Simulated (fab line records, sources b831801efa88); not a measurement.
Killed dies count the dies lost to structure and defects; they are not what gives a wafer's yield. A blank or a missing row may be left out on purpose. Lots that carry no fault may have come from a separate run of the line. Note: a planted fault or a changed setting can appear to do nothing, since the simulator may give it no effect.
fab line records    flow sky130
record: lots: 7  wafers: 21  last_day: 50
route steps=708 shown RES_XHIGH@334 SD_N@342 PAD_OPEN@708
lots that met no fault: taken from a fault-free run of the same line
start_h: start of the lot's first displayed wafer, in hours after the record's first day    wait_h: hours since the lot's step before    " the same as in the row above    L1.1+2: a row that stands for several wafers    - no value, or no start given    * or withheld: withheld    < > ~ a bound
route shown NAME@n: names a module that has steps shown in the file, with the first one's number in the route    usual: average and standard deviation across the fault-free wafers    same: alike in all rows    chamber/n: place in a boat    sites: the reading at each site    _std_site: standard deviation across them    _edge_site: inner sites' mean taken away from outer sites' mean    radius_mm: for every site, how far away it sits from the centre of the wafer    mask NAME#n: copy n    behind: the tool/chamber that last shaped the wafer    hold: reason for holding the lot/hours on hold/outcome of the hold    device: names the non-switching transistor (n, p or np)    end of line: the tests these same wafers got at the end of their route    where a step has no rows: the recipe by itself    killed: dies lost to structure and defects at the first sort, not the wafer's yield    map: per-die view of a wafer (x killed, . not killed, _ where there is no die)
set.NAME: the setting as run; set.NAME@STEP: as run at that earlier step    model.NAME: the simulator's own value behind a step, which no gauge read
a table for each step, a row for each wafer; lots at some steps of the route
services: from which hour (start_h, from the record's first day; less than 0 if before it) a tool's chamber was out of use, for how many hours, and why
== steps ==
step: SKY_RES_XHIGH_COAT_02
recipe: resist: NOVOLAK  spin_rpm: 3058  resist_thk_nm: 1140
step: SKY_RES_XHIGH_SOFTBAKE_03
recipe: temp_c: 90  time_s: 60  resist: NOVOLAK
step: SKY_RES_XHIGH_EXPOSE_04
recipe: mask_id: URPM  na: 0.6  source_shape: conventional  sigma_outer: 0.6  polarization: unpolarized  target_cd_nm: 1270  dose_mj: 140
step: SKY_RES_XHIGH_PEB_05
recipe: temp_c: withheld  time_s: *  resist: NOVOLAK
step: SKY_RES_XHIGH_DEVELOP_06
recipe: resist: NOVOLAK  developer: TMAH  develop_time_s: 60  dev_temp_c: 23
step: SKY_RES_XHIGH_IMPLANT_07
recipe: species: BF2  energy_kev: 20  dose_cm2: 3.6e+14  tilt_deg: 0
step: SKY_RES_XHIGH_STRIP_08
recipe: chemistry: O2/N2  power_w: 1400  pressure_mtorr: 1500  platen_temp_c: withheld  o2_flow_sccm: 3000  n2_flow_sccm: 300  overash_fraction: 0.5
usual: drypump_motor_current_A: 6.0/0.38  oes_product_au: 0.711/0.0049  strip_time_to_endpoint_s: 14.15/0.043
lot.wafer  tool             chamber  start_h  wait_h  drypump_motor_current_A  oes_product_au  rf_hours_counter_h  strip_time_to_endpoint_s
L617.2     plasma_asher-04  1        652.13   0.1     5.4                      0.713           97                  14.12
L617.3     "                1        "        "       5.3                      0.724           -                   14.15
L617.5     "                1        "        "       5.4                      0.707           -                   14.11
L618.1     plasma_asher-03  0        656.22   0.1     6.5                      0.711           85                  14.13
L618.2     "                1        "        "       6.1                      0.719           85                  14.16
L618.3     "                0        "        "       6.4                      0.708           -                   14.21
L623.2     plasma_asher-01  1        699.08   0.1     6.2                      0.710           56                  14.16
L623.3     "                1        "        "       6.2                      0.711           -                   14.18
L623.4     "                0        "        "       5.5                      0.710           -                   14.20
L624.1     plasma_asher-03  0        707.73   0.1     6.5                      0.710           90                  14.10
L624.5     "                0        "        "       6.5                      0.710           -                   14.15
L624.6     "                1        "        "       6.1                      0.711           -                   14.08
L625.1     plasma_asher-03  0        717.07   0.1     6.5                      0.705           91                  14.19
L625.4     "                1        "        "       6.1                      0.718           -                   14.27
L625.6     "                0        "        "       6.5                      0.707           -                   14.17
L634.3     plasma_asher-01  1        775.71   0.1     6.2                      0.717           -                   14.13
L634.5     "                1        "        "       6.3                      0.713           -                   14.15
L634.6     "                0        "        "       5.5                      0.703           -                   14.13
L636.1     plasma_asher-04  0        788.91   0.1     6.1                      0.712           5                   14.15
L636.4     "                0        "        "       6.0                      0.707           -                   14.16
L636.6     "                1        "        "       5.3                      0.710           -                   14.16
step: SKY_RES_XHIGH_TW_MEAS_09
usual: RES_XHIGH_TW: 1647/10
lot.wafer  tool           chamber  start_h  wait_h  RES_XHIGH_TW
L617.2     film_metro-04  -        652.24   0.1     1634
L617.3     "              -        "        "       1637
L617.5     "              -        "        "       1634
L618.1     film_metro-04  -        656.32   0.1     1645
L618.2     "              -        "        "       1645
L618.3     "              -        "        "       1645
L623.2     film_metro-04  -        699.19   0.1     1653
L623.3     "              -        "        "       1653
L623.4     "              -        "        "       1648
L624.1     film_metro-01  -        707.83   0.1     1650
L624.5     "              -        "        "       1651
L624.6     "              -        "        "       1648
L625.1     film_metro-01  -        717.17   0.1     1654
L625.4     "              -        "        "       1652
L625.6     "              -        "        "       1660
L634.3     film_metro-01  -        775.79   0.1     1663
L634.5     "              -        "        "       1668
L634.6     "              -        "        "       1664
L636.1     film_metro-03  -        789.01   0.1     1636
L636.4     "              -        "        "       1650
L636.6     "              -        "        "       1629
step: SKY_SD_N_DEHYDRATE_00
recipe: temp_c: 200  time_s: 60
step: SKY_SD_N_HMDS_01
recipe: prime_time_s: 60  prime_temp_c: 120
step: SKY_SD_N_COAT_02
recipe: resist: NOVOLAK  spin_rpm: 3000  resist_thk_nm: 1140
step: SKY_SD_N_SOFTBAKE_03
recipe: temp_c: 90  time_s: 60  resist: NOVOLAK
step: SKY_SD_N_EXPOSE_04
recipe: mask_id: NSDM  na: 0.6  source_shape: conventional  sigma_outer: 0.6  polarization: unpolarized  target_cd_nm: 380  dose_mj: 141
lot.wafer   tool              chamber  start_h  wait_h  mask    model.SD_N.overlay_x_nm
L617.2+3+5  iline_stepper-01  0        667.28   -       NSDM#0  -0.6982
L618.1+2+3  iline_stepper-02  0        671.73   -       NSDM#0  0.9668
L623.2+3+4  iline_stepper-02  0        712.92   -       NSDM#0  -103.7
L624.1+5+6  iline_stepper-02  0        721.52   -       NSDM#0  -101.7
L625.1+4+6  iline_stepper-02  0        731.31   -       NSDM#0  -103.4
L634.3+5+6  iline_stepper-01  0        789.39   -       NSDM#0  0.711
L636.1+4+6  iline_stepper-01  0        802.26   -       NSDM#0  -0.8932
step: SKY_SD_N_PEB_05
recipe: temp_c: withheld  time_s: *  resist: NOVOLAK
step: SKY_SD_N_DEVELOP_06
recipe: resist: NOVOLAK  developer: TMAH  develop_time_s: 60  dev_temp_c: 23
step: SKY_SD_N_CD_MEAS_07
recipe: target_cd_nm: 380
usual: cd_nm: 380.8/2.5
lot.wafer  tool       chamber  start_h  wait_h  cd_nm
L617.2     cd_sem-02  -        680.40   0.1     379.1
L617.3     "          -        "        "       379.2
L617.5     "          -        "        "       376.7
L618.1     cd_sem-02  -        684.42   0.1     379.7
L618.2     "          -        "        "       380.6
L618.3     "          -        "        "       381.7
L623.2     cd_sem-02  -        725.90   0.2     386.3
L623.3     "          -        "        "       384.7
L623.4     "          -        "        "       384.2
L624.1     cd_sem-01  -        735.48   0.1     384.5
L624.5     "          -        "        "       386.4
L624.6     "          -        "        "       387.1
L625.1     cd_sem-02  -        743.78   0.1     381.6
L625.4     "          -        "        "       380.2
L625.6     "          -        "        "       380.6
L634.3     cd_sem-01  -        802.11   0.1     377.2
L634.5     "          -        "        "       380.4
L634.6     "          -        "        "       380.6
L636.1     cd_sem-02  -        814.86   0.1     379.0
L636.4     "          -        "        "       381.6
L636.6     "          -        "        "       381.4
step: SKY_SD_N_OVL_MEAS_08
usual: SD_N_OVL: 1.1/1.6
lot.wafer  tool        chamber  start_h  wait_h  SD_N_OVL[nm]
L617.2     overlay-02  -        680.50   0.1     -0.5
L617.3     "           -        "        "       1.6
L617.5     "           -        "        "       0.9
L618.1     overlay-01  -        684.54   0.1     3.5
L618.2     "           -        "        "       1.7
L618.3     "           -        "        "       1.6
L623.2     overlay-01  -        726.00   0.1     -102.0
L623.3     "           -        "        "       -103.6
L623.4     "           -        "        "       -103.2
L624.1     overlay-02  -        735.60   0.1     -99.9
L624.5     "           -        "        "       -100.6
L624.6     "           -        "        "       -99.6
L625.1     overlay-02  -        743.90   0.1     -102.0
L625.4     "           -        "        "       -104.5
L625.6     "           -        "        "       -102.9
L634.3     overlay-01  -        802.21   0.1     4.7
L634.5     "           -        "        "       3.6
L634.6     "           -        "        "       2.9
L636.1     overlay-02  -        814.98   0.1     -1.4
L636.4     "           -        "        "       1.1
L636.6     "           -        "        "       -0.3
step: SKY_SD_N_IMPLANT_09
recipe: species: As  energy_kev: 50  dose_cm2: 4e+15  tilt_deg: 0
step: SKY_PAD_OPEN_PROBE_99
usual: killed_at_M0_to_M3: 44/6.8  killed_at_M4_up: 3.1/1.8  killed_at_contacts: 25/5.2  killed_at_front_end: 15/4.1  killed_at_other: 0.3/0.62  killed_dies: 88/9.4  killed_on_rim: 17/3.7  killed_open: 48/7.1  killed_short: 40/6.1
same: gross_dies: 492  killed_at_back_side: 0
lot.wafer  tool       chamber  start_h  wait_h  killed_at_M0_to_M3  killed_at_M4_up  killed_at_contacts  killed_at_front_end  killed_at_other  killed_dies  killed_on_rim  killed_open  killed_short
L618.1     prober-01  -        1104.68  0.1     34                  1                23                  15                   1                74           17             37           37
L618.2     prober-01  -        1104.73  0.1     45                  3                27                  16                   0                91           13             47           43
L618.3     prober-01  -        1104.78  0.2     42                  1                23                  18                   0                84           19             45           39
L624.1     prober-01  -        1141.11  0.1     34                  3                34                  11                   1                83           14             46           37
L624.5     prober-01  -        1141.31  0.2     48                  2                30                  22                   0                102          17             55           47
L624.6     prober-01  -        1141.36  0.2     40                  4                38                  13                   0                95           17             56           39
L634.3     prober-02  -        1186.08  0.2     40                  3                20                  15                   0                78           14             37           40
L634.5     prober-02  -        1186.18  0.2     36                  6                17                  22                   0                81           18             38           43
L634.6     prober-02  -        1186.23  0.2     49                  3                20                  15                   0                87           17             52           35
L636.1     prober-01  -        1192.00  0.1     47                  2                18                  15                   1                83           16             49           33
L636.4     prober-01  -        1192.15  0.2     43                  3                30                  19                   1                96           15             56           40
L636.6     prober-01  -        1192.25  0.2     45                  3                26                  15                   1                90           17             57           32
killed by level:class
L618.1 CONTACT:geometric_particle:open=8 LI_CONTACT:geometric_particle:open=7 VIA1:geometric_particle:open=7 METAL1:geometric_particle:short=6 FIELD_ISO:geometric_particle:short=5 POLY_GATE:geometric_particle:short=5 METAL2:geometric_particle:short=5 CONTACT:geometric_particle:short=5
L618.2 VIA1:geometric_particle:open=10 CONTACT:geometric_particle:open=9 LI_CONTACT:geometric_particle:open=7 METAL1:geometric_particle:short=7 VIA3:geometric_particle:open=7 LOCAL_INTERCONNECT:geometric_particle:short=6 VIA2:geometric_particle:open=5 POLY_GATE:geometric_particle:open=4
L618.3 VIA1:geometric_particle:open=12 CONTACT:geometric_particle:open=10 LOCAL_INTERCONNECT:geometric_particle:short=7 FIELD_ISO:geometric_particle:short=6 VIA3:geometric_particle:open=6 METAL2:geometric_particle:short=5 SPACER:geometric_particle:open=4 VIA1:geometric_particle:short=4
L624.1 CONTACT:geometric_particle:open=10 LI_CONTACT:geometric_particle:open=9 CONTACT:geometric_particle:short=7 VIA1:geometric_particle:open=6 VIA2:geometric_particle:open=6 FIELD_ISO:geometric_particle:short=4 LOCAL_INTERCONNECT:geometric_particle:short=4 METAL2:geometric_particle:short=4
L624.5 LI_CONTACT:geometric_particle:open=9 VIA3:geometric_particle:open=8 VIA1:geometric_particle:open=8 CONTACT:geometric_particle:open=8 VIA2:geometric_particle:open=8 FIELD_ISO:geometric_particle:short=7 LOCAL_INTERCONNECT:geometric_particle:short=7 METAL1:geometric_particle:short=6
L624.6 CONTACT:geometric_particle:open=12 VIA1:geometric_particle:open=11 LI_CONTACT:geometric_particle:open=10 CONTACT:geometric_particle:short=8 LOCAL_INTERCONNECT:geometric_particle:short=6 VIA2:geometric_particle:open=5 VIA3:geometric_particle:open=5 VIA3:geometric_particle:short=4
L634.3 VIA1:geometric_particle:open=9 LOCAL_INTERCONNECT:geometric_particle:short=6 METAL2:geometric_particle:short=5 SPACER:geometric_particle:short=5 CONTACT:geometric_particle:open=5 VIA1:geometric_particle:short=5 VIA3:geometric_particle:short=5 LI_CONTACT:geometric_particle:open=4
L634.5 FIELD_ISO:geometric_particle:open=9 VIA3:geometric_particle:open=9 CONTACT:geometric_particle:open=6 METAL1:geometric_particle:short=6 FIELD_ISO:geometric_particle:short=5 LOCAL_INTERCONNECT:geometric_particle:short=5 METAL4:geometric_particle:short=5 VIA1:geometric_particle:short=4
L634.6 VIA1:geometric_particle:open=12 VIA2:geometric_particle:open=9 METAL1:geometric_particle:short=8 CONTACT:geometric_particle:open=7 LI_CONTACT:geometric_particle:open=5 METAL2:geometric_particle:short=5 VIA3:geometric_particle:open=5 FIELD_ISO:geometric_particle:open=4
L636.1 CONTACT:geometric_particle:open=12 VIA1:geometric_particle:open=12 VIA3:geometric_particle:open=8 VIA1:geometric_particle:short=6 VIA2:geometric_particle:open=6 FIELD_ISO:geometric_particle:open=5 CONTACT:geometric_particle:short=4 METAL2:geometric_particle:short=4
L636.4 CONTACT:geometric_particle:open=12 LI_CONTACT:geometric_particle:open=10 METAL1:geometric_particle:short=8 POLY_GATE:geometric_particle:open=7 VIA3:geometric_particle:open=7 VIA2:geometric_particle:open=7 FIELD_ISO:geometric_particle:short=6 VIA1:geometric_particle:open=5
L636.6 CONTACT:geometric_particle:open=13 VIA3:geometric_particle:open=9 VIA1:geometric_particle:open=8 VIA2:geometric_particle:open=8 LI_CONTACT:geometric_particle:open=6 METAL2:geometric_particle:short=5 FIELD_ISO:geometric_particle:open=4 POLY_GATE:geometric_particle:open=4
== services ==
tool              chamber  start_h  hours  kind
iline_stepper-02  -        633.30   6.0    repair
iline_stepper-02  0        637.15   -      calibration
iline_stepper-02  -        643.10   1.7    pm
iline_stepper-01  0        687.26   -      calibration
iline_stepper-01  -        697.33   1.7    pm
iline_stepper-02  -        703.77   8.9    repair
iline_stepper-01  -        721.11   3.6    repair
plasma_asher-04   -        733.75   9.0    pm
plasma_asher-04   0        733.75   9.0    vent_cycle
plasma_asher-04   1        733.75   9.0    vent_cycle
iline_stepper-01  -        735.00   2.7    repair
plasma_asher-04   0        742.75   -      clean
plasma_asher-04   1        742.75   -      clean
plasma_asher-01   -        752.02   2.7    repair
plasma_asher-03   -        759.75   3.0    repair
plasma_asher-03   -        786.92   8.3    repair
== key ==
first_sign: step: SKY_SD_N_OVL_MEAS_08  reading: SD_N_OVL  direction: down  sigmas: 63  usual: 1.1  struck: -102.0
effect none on later readings
model_effect: step: SKY_SD_N_EXPOSE_04  value: SD_N.overlay_x_nm  without: 0.7079  struck: -102.9
met_at SKY_SD_N_EXPOSE_04
struck_wafers L623.2,L623.3,L623.4,L624.1,L624.5,L624.6,L625.1,L625.4,L625.6
tester_left_out L623,L624,L625
onset_between 671.73 712.92
fault: kind: scanner_matching_overlay  tool: iline_stepper-02  chamber: -  onset_h: 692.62  steps: SKY_SD_N_EXPOSE_04  offset: -103.62
tester_left_out: of these lots the tester's yield and bins aren't shown, on N5 and GAA mostly nor the transistor test; their killed dies are dies lost to structure and defects alone, not to doping, threshold or leakage, so they don't give the yield
